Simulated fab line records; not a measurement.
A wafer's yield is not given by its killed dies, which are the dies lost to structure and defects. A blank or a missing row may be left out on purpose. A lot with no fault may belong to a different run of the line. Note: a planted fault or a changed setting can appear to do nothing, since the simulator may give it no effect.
Chamber matching | flow sky130 | pecvd-02 running SKY_CONTACT_CVD_00: 3 sister chambers
The step deposits Si3N4, target thk 75 nm. 14 wafers are shown with their chamber, then 7 later ones without.

## WAFERS, EACH WITH ITS CHAMBER
wafer  | chamber | heater-power-w (W)
L074.2 | 2       | 629
L074.3 | 1       | 718
L074.4 | 1       | 731
L083.4 | 2       | 602
L083.5 | 1       | 851
L083.6 | 0       | 751
L084.2 | 1       | 849
L084.5 | 0       | 776
L084.6 | 1       | 853
L087.1 | 1       | 764
L087.2 | 0       | 808
L087.5 | 2       | 670
L090.1 | 0       | 759
L090.3 | 2       | 715

SIGNATURES (averages over the wafers above)
reading        | chamber 0 | chamber 1 | chamber 2 | scatter within a chamber
heater-power-w | 773.50    | 794.33    | 654.00    | 51.9
Rule: a wafer's distance from a chamber is the root of the sum, over the readings, of the square of ((its reading less the chamber's mean) divided by the reading's scatter). The wafer belongs to the nearest chamber; if the next one is less than 2 further off, it can't be placed. How the scatter is found: for the shown wafers, subtract from each reading the mean of its chamber, square and add these, divide the total by (wafers less chambers), then take the root.

## WAFERS MISSING THEIR CHAMBER
wafer  | heater-power-w (W)
L090.4 | 865
L093.2 | 847
L093.5 | 686
L093.6 | 856
L096.1 | 771
L096.3 | 668
L096.4 | 802

## WHICH CHAMBER EACH ONE RAN IN
wafer  | from the rows above          | in truth
L090.4 | can't be placed: 1 or 0      | 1
L093.2 | can't be placed: 1 or 0      | 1
L093.5 | can't be placed: 2 or 0 or 1 | 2
L093.6 | can't be placed: 1 or 0      | 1
L096.1 | can't be placed: 0 or 1      | 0
L096.3 | can't be placed: 2 or 0      | 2
L096.4 | can't be placed: 1 or 0      | 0
0 of 7 placed correctly. From these rows, 7 cannot be placed; in 7 the true chamber is one of the candidates. 0 placed wrongly.
